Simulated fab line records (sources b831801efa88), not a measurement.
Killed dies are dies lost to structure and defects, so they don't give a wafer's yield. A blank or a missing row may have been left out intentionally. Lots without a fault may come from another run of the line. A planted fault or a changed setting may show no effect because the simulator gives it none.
Matching of chambers | flow gf180mcu | GF_V4_CMP_04 on cmp-01: 4 sister chambers
The step polishes SiO2. 4 wafers are shown with their chamber, then 10 later ones without.

== EACH WAFER AND ITS CHAMBER ==
wafer  | chamber | motor-current-A (A)
L407.5 | 2       | 11.5
L409.3 | 1       | 12.1
L412.1 | 0       | 11.3
L412.3 | 3       | 11.2

== WAFERS WHOSE CHAMBER IS MISSING ==
wafer  | motor-current-A (A)
L412.6 | 11.5
L414.2 | 11.4
L414.3 | 11.9
L414.6 | 11.7
L420.4 | 11.7
L420.6 | 11.6
L422.1 | 12.3
L422.4 | 11.3
L422.5 | 11.4
L421.6 | 13.1

== EACH ONE'S CHAMBER ==
wafer  | from the rows above               | in truth
L412.6 | can't be placed: 2 or 0 or 3 or 1 | 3
L414.2 | can't be placed: 0 or 2 or 3 or 1 | 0
L414.3 | can't be placed: 1 or 2 or 0 or 3 | 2
L414.6 | can't be placed: 2 or 0 or 1 or 3 | 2
L420.4 | can't be placed: 2 or 0 or 1 or 3 | 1
L420.6 | can't be placed: 2 or 0 or 3 or 1 | 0
L422.1 | can't be placed: 1 or 2           | 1
L422.4 | can't be placed: 0 or 3 or 2      | 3
L422.5 | can't be placed: 0 or 2 or 3 or 1 | 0
L421.6 | can't be placed: 1 or 2           | 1
Correctly placed: 0 of 10. From these rows, 10 cannot be placed; in 10 the true chamber is one of the candidates. Number placed wrongly: 0.
How it was worked out, from the rows above alone: a wafer's distance from a chamber is the root of the sum, over the readings, of the square of ((its reading less the chamber's mean) divided by the reading's scatter). The wafer belongs to the nearest chamber; if the next one is less than 2 further off, it can't be placed. Each chamber's mean is taken over the wafers shown for it. The scatter (one wafer shown for each chamber): square how far every hidden wafer sits from the nearest shown wafer, average those squares and take the square root.
